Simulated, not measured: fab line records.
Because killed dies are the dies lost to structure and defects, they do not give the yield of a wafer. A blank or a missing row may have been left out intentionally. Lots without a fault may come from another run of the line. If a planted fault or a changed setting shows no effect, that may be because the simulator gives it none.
fab line records / flow gf180mcu / part 2 of 2: steps 26 to 35 of 35
record lots=5 wafers=15 lastDay=34
route steps=602 shown M1@321 V1@335
lots with no fault: from the same line, run without faults
startH: hours from the record's first day to the start of the lot's first wafer shown / waitH: time in hours since the lot's previous step / " as in the row above / L1.1+2: a row that stands for several wafers / - no value, or no start was given / * or withheld: withheld / < > ~ a bound
route shown NAME@n: names a module that has steps shown in the file, with the first one's number in the route / usual: the fault-free wafers' mean and standard deviation / same: alike in all rows / chamber/n: place in a boat / sites: each site's reading / _std_site: how widely they spread, as a standard deviation / _edge_site: mean of outer sites minus mean of inner sites / radiusMm: for every site, how far away it sits from the centre of the wafer / mask NAME#n: copy n / behind: the tool/chamber that last shaped the wafer / hold: what put the lot on hold/how long, in hours/how the hold closed / device: the transistor (n, p or np) that didn't switch / end of line: the tests these same wafers got at the end of their route / where a step has no rows: the recipe by itself / killed: the dies lost at the first sort to structure and to defects; this is not the yield of the wafer / map: dies across one wafer; x = killed, . = not, _ = none there
set.NAME: the setting that was run; set.NAME@STEP: the one run at that earlier step / model.NAME: the simulator's own value behind a step, which no gauge read
lots seen at some steps along the route; tables by step, rows by wafer
services: the hour from which a tool's chamber was out of use, counted from the record's first day as startH (under 0 if before that day), plus the number of hours and why
## steps
# step GF_V1_EXPOSE_11
# recipe maskId=Via1 targetCdNm=260 na=0.68 sourceShape=conventional sigmaOuter=0.6 doseMj=38
# usual stageVelMmS=500.00/0.29
# same na=0.68
lot.wafer=L084.1 tool=krfScanner-01 chamber=0 startH=- waitH=- mask=Via1#0 stageVelMmS=500.16
lot.wafer=L084.2 tool=krfScanner-01 chamber=0 startH=- waitH=- mask=Via1#0 stageVelMmS=500.00
lot.wafer=L084.6 tool=krfScanner-01 chamber=0 startH=- waitH=- mask=Via1#0 stageVelMmS=499.92
lot.wafer=L088.2 tool=krfScanner-02 chamber=0 startH=- waitH=- mask=Via1#0 stageVelMmS=500.23
lot.wafer=L088.3 tool=krfScanner-02 chamber=0 startH=- waitH=- mask=Via1#0 stageVelMmS=500.16
lot.wafer=L088.6 tool=krfScanner-02 chamber=0 startH=- waitH=- mask=Via1#0 stageVelMmS=499.82
lot.wafer=L090.3 tool=krfScanner-02 chamber=0 startH=- waitH=- mask=Via1#0 stageVelMmS=500.42
lot.wafer=L090.4 tool=krfScanner-02 chamber=0 startH=- waitH=- mask=Via1#0 stageVelMmS=500.34
lot.wafer=L090.6 tool=krfScanner-02 chamber=0 startH=- waitH=- mask=Via1#0 stageVelMmS=499.85
lot.wafer=L092.1 tool=krfScanner-02 chamber=0 startH=- waitH=- mask=Via1#0 stageVelMmS=500.05
lot.wafer=L092.2 tool=krfScanner-02 chamber=0 startH=- waitH=- mask=Via1#0 stageVelMmS=500.36
lot.wafer=L092.5 tool=krfScanner-02 chamber=0 startH=- waitH=- mask=Via1#0 stageVelMmS=500.12
lot.wafer=L094.1 tool=krfScanner-01 chamber=0 startH=- waitH=- mask=Via1#0 stageVelMmS=500.28
lot.wafer=L094.5 tool=krfScanner-01 chamber=0 startH=- waitH=- mask=Via1#0 stageVelMmS=500.14
lot.wafer=L094.6 tool=krfScanner-01 chamber=0 startH=- waitH=- mask=Via1#0 stageVelMmS=500.20
# step GF_V1_PEB_12
# recipe pebTempC=135 pebTimeS=90 resist=KrF
# usual chillPlateTempC=23.01/0.1 plateTempC=135.04/0.15
lot.wafer=L084.1 tool=lithoTrack-04 chamber=0 startH=- waitH=- chillPlateTempC=22.86 plateTempC=135.02
lot.wafer=L084.2 tool=lithoTrack-04 chamber=0 startH=- waitH=- chillPlateTempC=23.03 plateTempC=135.20
lot.wafer=L084.6 tool=lithoTrack-04 chamber=0 startH=- waitH=- chillPlateTempC=22.98 plateTempC=134.98
lot.wafer=L088.2 tool=lithoTrack-02 chamber=0 startH=- waitH=- chillPlateTempC=22.91 plateTempC=135.28
lot.wafer=L088.3 tool=lithoTrack-02 chamber=0 startH=- waitH=- chillPlateTempC=22.95 plateTempC=135.22
lot.wafer=L088.6 tool=lithoTrack-02 chamber=0 startH=- waitH=- chillPlateTempC=23.14 plateTempC=135.03
lot.wafer=L090.3 tool=lithoTrack-04 chamber=0 startH=- waitH=- chillPlateTempC=22.90 plateTempC=135.22
lot.wafer=L090.4 tool=lithoTrack-04 chamber=0 startH=- waitH=- chillPlateTempC=22.88 plateTempC=135.25
lot.wafer=L090.6 tool=lithoTrack-04 chamber=0 startH=- waitH=- chillPlateTempC=22.90 plateTempC=134.93
lot.wafer=L092.1 tool=lithoTrack-03 chamber=0 startH=- waitH=- chillPlateTempC=23.08 plateTempC=135.14
lot.wafer=L092.2 tool=lithoTrack-03 chamber=0 startH=- waitH=- chillPlateTempC=22.87 plateTempC=134.96
lot.wafer=L092.5 tool=lithoTrack-03 chamber=0 startH=- waitH=- chillPlateTempC=23.13 plateTempC=134.88
lot.wafer=L094.1 tool=lithoTrack-03 chamber=0 startH=- waitH=- chillPlateTempC=22.95 plateTempC=134.97
lot.wafer=L094.5 tool=lithoTrack-03 chamber=0 startH=- waitH=- chillPlateTempC=23.06 plateTempC=135.10
lot.wafer=L094.6 tool=lithoTrack-03 chamber=0 startH=- waitH=- chillPlateTempC=22.89 plateTempC=135.15
# step GF_V1_DEVELOP_13
# recipe developTimeS=60 resist=KrF devTempC=21
# usual chillPlateTempC=22.98/0.099
lot.wafer=L084.1 tool=lithoTrack-04 chamber=0 startH=505.17 waitH=0.2 chillPlateTempC=23.11
lot.wafer=L084.2 tool=lithoTrack-04 chamber=0 startH=505.17 waitH=0.2 chillPlateTempC=23.18
lot.wafer=L084.6 tool=lithoTrack-04 chamber=0 startH=505.17 waitH=0.2 chillPlateTempC=23.08
lot.wafer=L088.2 tool=lithoTrack-02 chamber=0 startH=536.38 waitH=0.2 chillPlateTempC=22.94
lot.wafer=L088.3 tool=lithoTrack-02 chamber=0 startH=536.38 waitH=0.2 chillPlateTempC=22.94
lot.wafer=L088.6 tool=lithoTrack-02 chamber=0 startH=536.38 waitH=0.2 chillPlateTempC=22.99
lot.wafer=L090.3 tool=lithoTrack-04 chamber=0 startH=556.52 waitH=0.1 chillPlateTempC=22.91
lot.wafer=L090.4 tool=lithoTrack-04 chamber=0 startH=556.52 waitH=0.1 chillPlateTempC=22.96
lot.wafer=L090.6 tool=lithoTrack-04 chamber=0 startH=556.52 waitH=0.1 chillPlateTempC=23.00
lot.wafer=L092.1 tool=lithoTrack-03 chamber=0 startH=566.91 waitH=0.2 chillPlateTempC=23.00
lot.wafer=L092.2 tool=lithoTrack-03 chamber=0 startH=566.91 waitH=0.2 chillPlateTempC=22.98
lot.wafer=L092.5 tool=lithoTrack-03 chamber=0 startH=566.91 waitH=0.2 chillPlateTempC=22.87
lot.wafer=L094.1 tool=lithoTrack-03 chamber=0 startH=585.41 waitH=0.2 chillPlateTempC=22.91
lot.wafer=L094.5 tool=lithoTrack-03 chamber=0 startH=585.41 waitH=0.2 chillPlateTempC=23.00
lot.wafer=L094.6 tool=lithoTrack-03 chamber=0 startH=585.41 waitH=0.2 chillPlateTempC=23.10
# step GF_V1_CD_MEAS_14
# recipe targetCdNm=260
# usual cdNm=259.9/1.5
lot.wafer=L084.1 tool=cdSem-01 chamber=- startH=505.32 waitH=0.1 cdNm=259.8
lot.wafer=L084.2 tool=cdSem-01 chamber=- startH=505.32 waitH=0.1 cdNm=260.1
lot.wafer=L084.6 tool=cdSem-01 chamber=- startH=505.32 waitH=0.1 cdNm=258.5
lot.wafer=L088.2 tool=cdSem-01 chamber=- startH=536.52 waitH=0.1 cdNm=261.1
lot.wafer=L088.3 tool=cdSem-01 chamber=- startH=536.52 waitH=0.1 cdNm=260.0
lot.wafer=L088.6 tool=cdSem-01 chamber=- startH=536.52 waitH=0.1 cdNm=260.5
lot.wafer=L090.3 tool=cdSem-02 chamber=- startH=556.66 waitH=0.1 cdNm=259.7
lot.wafer=L090.4 tool=cdSem-02 chamber=- startH=556.66 waitH=0.1 cdNm=259.4
lot.wafer=L090.6 tool=cdSem-02 chamber=- startH=556.66 waitH=0.1 cdNm=260.3
lot.wafer=L092.1 tool=cdSem-02 chamber=- startH=567.06 waitH=0.1 cdNm=261.3
lot.wafer=L092.2 tool=cdSem-02 chamber=- startH=567.06 waitH=0.1 cdNm=261.9
lot.wafer=L092.5 tool=cdSem-02 chamber=- startH=567.06 waitH=0.1 cdNm=261.3
lot.wafer=L094.1 tool=cdSem-01 chamber=- startH=585.56 waitH=0.1 cdNm=261.6
lot.wafer=L094.5 tool=cdSem-01 chamber=- startH=585.56 waitH=0.1 cdNm=259.8
lot.wafer=L094.6 tool=cdSem-01 chamber=- startH=585.56 waitH=0.1 cdNm=260.7
# step GF_V1_OVL_MEAS_15
# usual V1_OVL=-2/5.4
lot.wafer=L084.1 tool=overlay-01 chamber=- startH=505.44 waitH=0.1 V1_OVL[nm]=-6
lot.wafer=L084.2 tool=overlay-01 chamber=- startH=505.44 waitH=0.1 V1_OVL[nm]=-10
lot.wafer=L084.6 tool=overlay-01 chamber=- startH=505.44 waitH=0.1 V1_OVL[nm]=-5
lot.wafer=L088.2 tool=overlay-02 chamber=- startH=536.63 waitH=0.1 V1_OVL[nm]=-6
lot.wafer=L088.3 tool=overlay-02 chamber=- startH=536.63 waitH=0.1 V1_OVL[nm]=-6
lot.wafer=L088.6 tool=overlay-02 chamber=- startH=536.63 waitH=0.1 V1_OVL[nm]=-1
lot.wafer=L090.3 tool=overlay-01 chamber=- startH=556.76 waitH=0.1 V1_OVL[nm]=4
lot.wafer=L090.4 tool=overlay-01 chamber=- startH=556.76 waitH=0.1 V1_OVL[nm]=5
lot.wafer=L090.6 tool=overlay-01 chamber=- startH=556.76 waitH=0.1 V1_OVL[nm]=8
lot.wafer=L092.1 tool=overlay-01 chamber=- startH=567.18 waitH=0.1 V1_OVL[nm]=2
lot.wafer=L092.2 tool=overlay-01 chamber=- startH=567.18 waitH=0.1 V1_OVL[nm]=-2
lot.wafer=L092.5 tool=overlay-01 chamber=- startH=567.18 waitH=0.1 V1_OVL[nm]=-1
lot.wafer=L094.1 tool=overlay-01 chamber=- startH=585.68 waitH=0.1 V1_OVL[nm]=-4
lot.wafer=L094.5 tool=overlay-01 chamber=- startH=585.68 waitH=0.1 V1_OVL[nm]=-5
lot.wafer=L094.6 tool=overlay-01 chamber=- startH=585.68 waitH=0.1 V1_OVL[nm]=-7
# step GF_V1_ETCH_16
# recipe chemistry=N2/H2 targetDepthA=withheld overetchA=withheld timeS=withheld target=BARC ionEnergyEv=200 sourceW=500 biasW=100 pressureMtorr=30 n2FlowSccm=100 h2FlowSccm=200
# usual drypumpMotorCurrentA=5.8/0.3 oesProductAu=0.855/0.0049 throttleValvePct=13.224/0.0094
lot.wafer=L084.1 tool=rieDiel-04 chamber=3 startH=505.48 waitH=0.0 drypumpMotorCurrentA=5.4 oesProductAu=0.852 throttleValvePct=13.202
lot.wafer=L084.2 tool=rieDiel-04 chamber=2 startH=505.48 waitH=0.0 drypumpMotorCurrentA=5.5 oesProductAu=0.855 throttleValvePct=13.222
lot.wafer=L084.6 tool=rieDiel-04 chamber=1 startH=505.48 waitH=0.0 drypumpMotorCurrentA=5.7 oesProductAu=0.853 throttleValvePct=13.232
lot.wafer=L088.2 tool=rieDiel-04 chamber=1 startH=536.66 waitH=0.0 drypumpMotorCurrentA=5.7 oesProductAu=0.853 throttleValvePct=13.237
lot.wafer=L088.3 tool=rieDiel-04 chamber=3 startH=536.66 waitH=0.0 drypumpMotorCurrentA=5.4 oesProductAu=0.856 throttleValvePct=13.216
lot.wafer=L088.6 tool=rieDiel-04 chamber=1 startH=536.66 waitH=0.0 drypumpMotorCurrentA=5.7 oesProductAu=0.857 throttleValvePct=13.225
lot.wafer=L090.3 tool=rieDiel-04 chamber=0 startH=556.78 waitH=0.0 drypumpMotorCurrentA=6.1 oesProductAu=0.855 throttleValvePct=13.221
lot.wafer=L090.4 tool=rieDiel-04 chamber=2 startH=556.78 waitH=0.0 drypumpMotorCurrentA=5.5 oesProductAu=0.853 throttleValvePct=13.212
lot.wafer=L090.6 tool=rieDiel-04 chamber=3 startH=556.78 waitH=0.0 drypumpMotorCurrentA=5.4 oesProductAu=0.847 throttleValvePct=13.223
lot.wafer=L092.1 tool=rieDiel-02 chamber=1 startH=567.21 waitH=0.0 drypumpMotorCurrentA=5.4 oesProductAu=0.852 throttleValvePct=13.219
lot.wafer=L092.2 tool=rieDiel-02 chamber=2 startH=567.21 waitH=0.0 drypumpMotorCurrentA=5.9 oesProductAu=0.852 throttleValvePct=13.234
lot.wafer=L092.5 tool=rieDiel-02 chamber=0 startH=567.21 waitH=0.0 drypumpMotorCurrentA=6.1 oesProductAu=0.852 throttleValvePct=13.229
lot.wafer=L094.1 tool=rieDiel-02 chamber=1 startH=585.71 waitH=0.0 drypumpMotorCurrentA=5.4 oesProductAu=0.864 throttleValvePct=13.238
lot.wafer=L094.5 tool=rieDiel-02 chamber=3 startH=585.71 waitH=0.0 drypumpMotorCurrentA=6.0 oesProductAu=0.858 throttleValvePct=13.238
lot.wafer=L094.6 tool=rieDiel-02 chamber=0 startH=585.71 waitH=0.0 drypumpMotorCurrentA=6.1 oesProductAu=0.856 throttleValvePct=13.200
# step GF_V1_ETCH_17
# recipe chemistry=C4F8/O2/Ar maskMaterial=KrF target=SiO2 stopOn=TiN sourceW=1500 biasW=1200 pressureMtorr=40 c4f8FlowSccm=withheld O2_flow_sccm=6 Ar_flow_sccm=300 timeS=withheld targetDepthA=6300
# usual oesProductAu=0.856/0.005
lot.wafer=L084.1 tool=rieDiel-04 chamber=3 startH=- waitH=- oesProductAu=0.850
lot.wafer=L084.2 tool=rieDiel-04 chamber=2 startH=- waitH=- oesProductAu=0.861
lot.wafer=L084.6 tool=rieDiel-04 chamber=1 startH=- waitH=- oesProductAu=0.860
lot.wafer=L088.2 tool=rieDiel-04 chamber=1 startH=- waitH=- oesProductAu=0.854
lot.wafer=L088.3 tool=rieDiel-04 chamber=3 startH=- waitH=- oesProductAu=0.857
lot.wafer=L088.6 tool=rieDiel-04 chamber=1 startH=- waitH=- oesProductAu=0.858
lot.wafer=L090.3 tool=rieDiel-04 chamber=0 startH=- waitH=- oesProductAu=0.853
lot.wafer=L090.4 tool=rieDiel-04 chamber=2 startH=- waitH=- oesProductAu=0.855
lot.wafer=L090.6 tool=rieDiel-04 chamber=3 startH=- waitH=- oesProductAu=0.853
lot.wafer=L092.1 tool=rieDiel-02 chamber=1 startH=- waitH=- oesProductAu=0.849
lot.wafer=L092.2 tool=rieDiel-02 chamber=2 startH=- waitH=- oesProductAu=0.851
lot.wafer=L092.5 tool=rieDiel-02 chamber=0 startH=- waitH=- oesProductAu=0.855
lot.wafer=L094.1 tool=rieDiel-02 chamber=1 startH=- waitH=- oesProductAu=0.869
lot.wafer=L094.5 tool=rieDiel-02 chamber=3 startH=- waitH=- oesProductAu=0.851
lot.wafer=L094.6 tool=rieDiel-02 chamber=0 startH=- waitH=- oesProductAu=0.855
# step GF_V1_STRIP_18
# recipe chemistry=O2/N2 powerW=1400 pressureMtorr=1500 platenTempC=250 o2FlowSccm=3000 n2FlowSccm=300 overashFraction=0.5
# usual drypumpMotorCurrentA=5.5/0.6 heaterPowerW=331/35 oesProductAu=0.593/0.0048
lot.wafer=L084.1 tool=plasmaAsher-01 chamber=1 startH=505.61 waitH=- drypumpMotorCurrentA=5.4 heaterPowerW=303 oesProductAu=0.591 rfHoursCounterH=8
lot.wafer=L084.2 tool=plasmaAsher-01 chamber=0 startH=505.61 waitH=- drypumpMotorCurrentA=5.6 heaterPowerW=396 oesProductAu=0.586 rfHoursCounterH=8
lot.wafer=L084.6 tool=plasmaAsher-01 chamber=1 startH=505.61 waitH=- drypumpMotorCurrentA=5.4 heaterPowerW=293 oesProductAu=0.587 rfHoursCounterH=-
lot.wafer=L088.2 tool=plasmaAsher-02 chamber=1 startH=536.79 waitH=- drypumpMotorCurrentA=6.7 heaterPowerW=333 oesProductAu=0.591 rfHoursCounterH=93
lot.wafer=L088.3 tool=plasmaAsher-02 chamber=1 startH=536.79 waitH=- drypumpMotorCurrentA=6.7 heaterPowerW=340 oesProductAu=0.597 rfHoursCounterH=-
lot.wafer=L088.6 tool=plasmaAsher-02 chamber=0 startH=536.79 waitH=- drypumpMotorCurrentA=5.2 heaterPowerW=346 oesProductAu=0.587 rfHoursCounterH=-
lot.wafer=L090.3 tool=plasmaAsher-01 chamber=1 startH=556.94 waitH=- drypumpMotorCurrentA=5.4 heaterPowerW=301 oesProductAu=0.599 rfHoursCounterH=-
lot.wafer=L090.4 tool=plasmaAsher-01 chamber=0 startH=556.94 waitH=- drypumpMotorCurrentA=5.6 heaterPowerW=391 oesProductAu=0.599 rfHoursCounterH=-
lot.wafer=L090.6 tool=plasmaAsher-01 chamber=1 startH=556.94 waitH=- drypumpMotorCurrentA=5.4 heaterPowerW=294 oesProductAu=0.595 rfHoursCounterH=-
lot.wafer=L092.1 tool=plasmaAsher-04 chamber=1 startH=567.34 waitH=- drypumpMotorCurrentA=5.7 heaterPowerW=289 oesProductAu=0.595 rfHoursCounterH=44
lot.wafer=L092.2 tool=plasmaAsher-04 chamber=0 startH=567.34 waitH=- drypumpMotorCurrentA=4.7 heaterPowerW=325 oesProductAu=0.589 rfHoursCounterH=44
lot.wafer=L092.5 tool=plasmaAsher-04 chamber=0 startH=567.34 waitH=- drypumpMotorCurrentA=4.6 heaterPowerW=323 oesProductAu=0.593 rfHoursCounterH=-
lot.wafer=L094.1 tool=plasmaAsher-02 chamber=0 startH=585.86 waitH=- drypumpMotorCurrentA=5.2 heaterPowerW=345 oesProductAu=0.592 rfHoursCounterH=98
lot.wafer=L094.5 tool=plasmaAsher-02 chamber=1 startH=585.86 waitH=- drypumpMotorCurrentA=6.7 heaterPowerW=332 oesProductAu=0.588 rfHoursCounterH=-
lot.wafer=L094.6 tool=plasmaAsher-02 chamber=0 startH=585.86 waitH=- drypumpMotorCurrentA=5.2 heaterPowerW=346 oesProductAu=0.590 rfHoursCounterH=-
# step GF_V1_STRIP_19
# recipe chemistry=postEtchResidueRemover timeS=1200 tempC=72.5
lot.wafer=L084.1+2+6 tool=wetBench-01 chamber=0 startH=505.71 waitH=0.1
lot.wafer=L088.2+3+6 tool=wetBench-03 chamber=2 startH=536.89 waitH=0.1
lot.wafer=L090.3+4+6 tool=wetBench-03 chamber=2 startH=557.01 waitH=0.0
lot.wafer=L092.1+2+5 tool=wetBench-01 chamber=0 startH=567.44 waitH=0.1
lot.wafer=L094.1+5+6 tool=wetBench-03 chamber=1 startH=585.96 waitH=0.1
# step GF_V1_CLEAN_20
# recipe chemistry=DIW dry=n2Spin
lot.wafer=L084.1+2+6 tool=wetBench-03 chamber=3 startH=506.05 waitH=0.0
lot.wafer=L088.2+3+6 tool=wetBench-03 chamber=3 startH=537.26 waitH=0.0
lot.wafer=L090.3+4+6 tool=wetBench-03 chamber=1 startH=557.35 waitH=0.0
lot.wafer=L092.1+2+5 tool=wetBench-04 chamber=1 startH=567.82 waitH=0.0
lot.wafer=L094.1+5+6 tool=wetBench-04 chamber=1 startH=586.30 waitH=0.0
## services
tool=krfScanner-01 chamber=- startH=450.26 hours=1.3 kind=pm
tool=cmp-01 chamber=- startH=452.41 hours=0.9 kind=repair
tool=krfScanner-02 chamber=- startH=462.34 hours=4.4 kind=pm
tool=krfScanner-01 chamber=- startH=472.78 hours=8.7 kind=repair
tool=cmp-01 chamber=- startH=486.48 hours=2.0 kind=repair
tool=cmp-01 chamber=- startH=492.67 hours=2.8 kind=pm
tool=krfScanner-01 chamber=- startH=500.79 hours=1.0 kind=pm
tool=cmp-01 chamber=- startH=503.89 hours=5.0 kind=repair
tool=rieMetal-03 chamber=- startH=506.58 hours=0.7 kind=repair
tool=krfScanner-01 chamber=- startH=509.95 hours=3.5 kind=repair
tool=pecvd-04 chamber=- startH=516.26 hours=0.8 kind=pm
tool=krfScanner-01 chamber=- startH=518.20 hours=0.8 kind=pm
tool=krfScanner-02 chamber=- startH=524.25 hours=0.8 kind=pm
tool=rieDiel-02 chamber=3 startH=542.28 hours=8.0 kind=repair
tool=cmp-01 chamber=- startH=545.41 hours=1.3 kind=repair
tool=cmp-01 chamber=- startH=549.22 hours=2.5 kind=repair
tool=cmp-01 chamber=- startH=549.28 hours=2.6 kind=repair
tool=krfScanner-01 chamber=- startH=563.53 hours=4.0 kind=pm
tool=krfScanner-02 chamber=- startH=567.55 hours=1.0 kind=pm
tool=rieDiel-04 chamber=- startH=572.93 hours=14.6 kind=pm
tool=krfScanner-02 chamber=- startH=574.66 hours=0.8 kind=pm
tool=krfScanner-02 chamber=- startH=577.76 hours=1.8 kind=repair
tool=rieMetal-03 chamber=- startH=583.89 hours=14.6 kind=pm
tool=krfScanner-02 chamber=- startH=584.52 hours=1.3 kind=pm
